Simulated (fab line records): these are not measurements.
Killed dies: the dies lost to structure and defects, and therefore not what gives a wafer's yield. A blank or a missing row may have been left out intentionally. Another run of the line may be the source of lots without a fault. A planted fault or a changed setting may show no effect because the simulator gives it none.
Matching of chambers / flow gf180mcu / rie-diel-01 running GF_M5_ETCH_09: 4 sister chambers
The step etches Si3N4 in CF4/O2, target depth 52 nm, time 11.6 s. 14 wafers are shown with their chamber, then 7 later ones without.

## WAFERS PAIRED WITH THEIR CHAMBERS
wafer=L716.2; chamber=2; drypump-motor-current-A (A)=5.49; oes-product-au (a.u.)=0.974; throttle-valve-pct (%)=5.967
wafer=L716.3; chamber=0; drypump-motor-current-A (A)=5.47; oes-product-au (a.u.)=0.999; throttle-valve-pct (%)=5.970
wafer=L716.5; chamber=2; drypump-motor-current-A (A)=5.49; oes-product-au (a.u.)=0.992; throttle-valve-pct (%)=5.965
wafer=L718.2; chamber=3; drypump-motor-current-A (A)=5.98; oes-product-au (a.u.)=0.990; throttle-valve-pct (%)=5.967
wafer=L718.4; chamber=1; drypump-motor-current-A (A)=5.61; oes-product-au (a.u.)=0.999; throttle-valve-pct (%)=5.975
wafer=L718.5; chamber=0; drypump-motor-current-A (A)=5.47; oes-product-au (a.u.)=0.995; throttle-valve-pct (%)=5.962
wafer=L719.1; chamber=0; drypump-motor-current-A (A)=5.49; oes-product-au (a.u.)=0.994; throttle-valve-pct (%)=5.944
wafer=L719.4; chamber=3; drypump-motor-current-A (A)=5.96; oes-product-au (a.u.)=1.005; throttle-valve-pct (%)=5.966
wafer=L719.6; chamber=2; drypump-motor-current-A (A)=5.49; oes-product-au (a.u.)=0.984; throttle-valve-pct (%)=5.953
wafer=L720.2; chamber=2; drypump-motor-current-A (A)=5.49; oes-product-au (a.u.)=0.989; throttle-valve-pct (%)=5.969
wafer=L720.3; chamber=1; drypump-motor-current-A (A)=5.58; oes-product-au (a.u.)=0.988; throttle-valve-pct (%)=5.969
wafer=L720.6; chamber=1; drypump-motor-current-A (A)=5.55; oes-product-au (a.u.)=1.003; throttle-valve-pct (%)=5.983
wafer=L724.1; chamber=0; drypump-motor-current-A (A)=5.45; oes-product-au (a.u.)=0.987; throttle-valve-pct (%)=5.977
wafer=L724.2; chamber=2; drypump-motor-current-A (A)=5.47; oes-product-au (a.u.)=0.982; throttle-valve-pct (%)=5.955

SIGNATURES (means of the wafers above)
reading=drypump-motor-current-A; chamber 0=5.4700; chamber 1=5.5800; chamber 2=5.4860; chamber 3=5.9700; scatter within a chamber=0.0177
reading=oes-product-au; chamber 0=0.99375; chamber 1=0.99667; chamber 2=0.98420; chamber 3=0.99750; scatter within a chamber=0.00708
reading=throttle-valve-pct; chamber 0=5.96325; chamber 1=5.97567; chamber 2=5.96180; chamber 3=5.96650; scatter within a chamber=0.00958
Rule: for each reading, subtract the chamber's mean from the wafer's reading, divide by that reading's scatter and square the result; add these up over the readings and take the root, which gives the wafer's distance from the chamber. The wafer belongs to the nearest chamber; if the next one is less than 2 further off, it can't be placed. The scatter: the root of (the sum of the squares of (reading less its chamber's mean) over the shown wafers, divided by (wafers less chambers)).

## WAFERS WHOSE CHAMBER IS MISSING
wafer=L724.6; drypump-motor-current-A (A)=5.45; oes-product-au (a.u.)=0.988; throttle-valve-pct (%)=5.967
wafer=L730.2; drypump-motor-current-A (A)=5.57; oes-product-au (a.u.)=1.011; throttle-valve-pct (%)=5.980
wafer=L730.3; drypump-motor-current-A (A)=5.49; oes-product-au (a.u.)=0.999; throttle-valve-pct (%)=5.957
wafer=L730.6; drypump-motor-current-A (A)=5.47; oes-product-au (a.u.)=0.990; throttle-valve-pct (%)=5.966
wafer=L738.3; drypump-motor-current-A (A)=5.58; oes-product-au (a.u.)=1.002; throttle-valve-pct (%)=5.962
wafer=L738.4; drypump-motor-current-A (A)=5.97; oes-product-au (a.u.)=1.009; throttle-valve-pct (%)=5.977
wafer=L738.5; drypump-motor-current-A (A)=5.60; oes-product-au (a.u.)=1.001; throttle-valve-pct (%)=5.964

## WHICH CHAMBER EACH ONE RAN IN
wafer=L724.6; from the rows above=can't be placed: 0 or 2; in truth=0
wafer=L730.2; from the rows above=1; in truth=1
wafer=L730.3; from the rows above=can't be placed: 0 or 2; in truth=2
wafer=L730.6; from the rows above=can't be placed: 0 or 2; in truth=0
wafer=L738.3; from the rows above=1; in truth=1
wafer=L738.4; from the rows above=3; in truth=3
wafer=L738.5; from the rows above=1; in truth=1
Correct placement for 4 of the 7. Can't be placed from these rows: 3 (the true chamber is among the candidates in 3). Number placed wrongly: 0.
